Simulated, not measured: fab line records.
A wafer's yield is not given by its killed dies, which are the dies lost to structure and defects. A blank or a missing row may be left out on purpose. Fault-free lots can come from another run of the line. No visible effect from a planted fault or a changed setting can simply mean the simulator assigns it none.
Which tool was responsible? || flow sky130 || Sampling: 11 lots, 33 wafers, 2 of 708 route steps

## WHAT THE GAUGES READ, wafer by wafer
SKY_VIA3_THK_MEAS_01.
{"lot": "L599", "measured": "day 39 20:52", "on": "film metro-03", "VIA3_HDPCVD_THK (nm)": "1650 1636 1644"}
{"lot": "L602", "measured": "day 40 10:59", "on": "film metro-01", "VIA3_HDPCVD_THK (nm)": "1617 1609 1624"}
{"lot": "L606", "measured": "day 41 17:52", "on": "film metro-03", "VIA3_HDPCVD_THK (nm)": "1648 1644 1623"}
{"lot": "L607", "measured": "day 42 04:31", "on": "film metro-04", "VIA3_HDPCVD_THK (nm)": "1611 1611 1624"}
{"lot": "L608", "measured": "day 42 07:14", "on": "film metro-04", "VIA3_HDPCVD_THK (nm)": "1633 1636 1624"}
{"lot": "L609", "measured": "day 43 01:17", "on": "film metro-04", "VIA3_HDPCVD_THK (nm)": "1643 1633 1642"}
{"lot": "L610", "measured": "day 43 02:55", "on": "film metro-03", "VIA3_HDPCVD_THK (nm)": "1660 1642 1655"}
{"lot": "L611", "measured": "day 43 04:09", "on": "film metro-04", "VIA3_HDPCVD_THK (nm)": "1616 1611 1616"}
{"lot": "L612", "measured": "day 43 07:07", "on": "film metro-03", "VIA3_HDPCVD_THK (nm)": "1637 1655 1652"}
{"lot": "L613", "measured": "day 43 18:58", "on": "film metro-04", "VIA3_HDPCVD_THK (nm)": "1639 1637 1635"}
{"lot": "L620", "measured": "day 45 10:00", "on": "film metro-01", "VIA3_HDPCVD_THK (nm)": "1609 1616 1618"}

## TOOL THAT RAN EACH LOT (tool first, then ch and the chambers of the sampled wafers, then the start)
{"lot": "L599", "SKY_METAL3_SPUTTER_02": "pvd sputter-02, day 37 16:51"}
{"lot": "L602", "SKY_METAL3_SPUTTER_02": "pvd sputter-04, day 38 06:40"}
{"lot": "L606", "SKY_METAL3_SPUTTER_02": "pvd sputter-04, day 39 16:11"}
{"lot": "L607", "SKY_METAL3_SPUTTER_02": "pvd sputter-02, day 40 02:50"}
{"lot": "L608", "SKY_METAL3_SPUTTER_02": "pvd sputter-01, day 40 05:00"}
{"lot": "L609", "SKY_METAL3_SPUTTER_02": "pvd sputter-02, day 41 00:14"}
{"lot": "L610", "SKY_METAL3_SPUTTER_02": "pvd sputter-02, day 41 01:44"}
{"lot": "L611", "SKY_METAL3_SPUTTER_02": "pvd sputter-02, day 41 03:13"}
{"lot": "L612", "SKY_METAL3_SPUTTER_02": "pvd sputter-02, day 41 05:41"}
{"lot": "L613", "SKY_METAL3_SPUTTER_02": "pvd sputter-02, day 41 17:35"}
{"lot": "L620", "SKY_METAL3_SPUTTER_02": "pvd sputter-02, day 43 11:57"}
- SKY_METAL3_SPUTTER_02: material AlCu, target thk 735 nm, time 39.1 s.

## THE ANSWER, worked out from the rows above alone
Rule: the usual values come from the lots themselves. Put in order of their means at a reading, lots are off if they are a third of the lots or fewer, leave a main group of 4 or more, and stand apart from it by a gap of 3 or more times the standard deviation of the main group's means; of several such gaps the widest counts. If all means in a main group match to the digits the tables above print for the reading, that group is not used. A lot without any number at a reading at which 4 lots or more have one is off too. Any other lot the step has rows for is counted as sound.
No lot is off at any reading shown: from this, nothing can be told.

## WHAT THE SIMULATOR HAD PUT IN
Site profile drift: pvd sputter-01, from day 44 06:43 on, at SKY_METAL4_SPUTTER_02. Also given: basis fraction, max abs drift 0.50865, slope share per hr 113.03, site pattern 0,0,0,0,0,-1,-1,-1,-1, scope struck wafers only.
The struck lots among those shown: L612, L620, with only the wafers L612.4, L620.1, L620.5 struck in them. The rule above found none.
